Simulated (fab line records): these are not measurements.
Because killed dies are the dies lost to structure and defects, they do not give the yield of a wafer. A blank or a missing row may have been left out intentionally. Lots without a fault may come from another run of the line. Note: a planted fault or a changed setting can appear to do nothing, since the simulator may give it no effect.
One fault through the eyes of 2 desks + flow sky130 + each desk has only its own numbers; what lay behind them comes last

## AT THE TOOL OWNER'S DESK: ilineStepper-02
The tool's own readings at SKY_SD_N_EXPOSE_04 (exposes mask NSDM, target cd 380 nm): means of the sampled wafers that have a number, for each lot that ran on this tool. If a lot's mean is further than 4 standard deviations from the usual mean, the lot is out of limits and carries the mark OUT (the distance appears in the brackets).
Columns: A = exposureDoseMJCm2 at SKY_SD_N_EXPOSE_04, usual 141.02; B = focusOffsetNm at SKY_SD_N_EXPOSE_04, usual -0.1 nm
| lot  | first seen here | A      | B    |
|------|-----------------|--------|------|
| L722 | day 28 08:49    | 141.23 | -0.8 |
| L735 | day 32 20:46    | 141.06 | -0.1 |
| L736 | day 33 03:55    | 140.91 | -0.4 |
| L737 | day 33 10:04    | 140.94 | -0.5 |
| L741 | day 34 16:31    | 140.96 | -0.2 |
| L743 | day 35 04:34    | 140.94 | -0.1 |
This desk's verdict: no lot among the 6 shows anything out of limits.

## THE METROLOGY DESK
Lot by lot, what the gauges showed, no matter which tool ran the lot: averages of those sampled wafers that carry a number. If a lot's mean is further than 4 standard deviations from the usual mean, the lot is out of limits and carries the mark OUT (the distance appears in the brackets).
Columns: A = LI_CONTACT_W_THK at SKY_LI_CONTACT_THK_MEAS_23, usual 409 nm
| lot  | first seen here | A   |
|------|-----------------|-----|
| L720 | day 29 15:10    | 396 |
| L722 | day 30 05:53    | 408 |
| L723 | day 30 09:43    | 416 |
| L724 | day 30 16:10    | 408 |
| L727 | day 32 03:12    | 402 |
| L728 | day 32 04:39    | 407 |
| L729 | day 32 10:59    | 419 |
| L733 | day 34 02:35    | 419 |
| L735 | day 34 15:40    | 409 |
| L736 | day 34 22:10    | 407 |
| L737 | day 35 03:59    | 405 |
| L738 | day 35 12:28    | 408 |
| L739 | day 35 13:58    | 406 |
| L741 | day 36 10:56    | 401 |
| L743 | day 36 22:34    | 403 |
This desk's verdict: no lot among the 15 shows anything out of limits.

## ALL TOGETHER
The desk of the tool owner found nothing out of limits.
Nothing out of limits was seen by the metrology desk.

## WHAT THE SIMULATOR HAD PUT IN
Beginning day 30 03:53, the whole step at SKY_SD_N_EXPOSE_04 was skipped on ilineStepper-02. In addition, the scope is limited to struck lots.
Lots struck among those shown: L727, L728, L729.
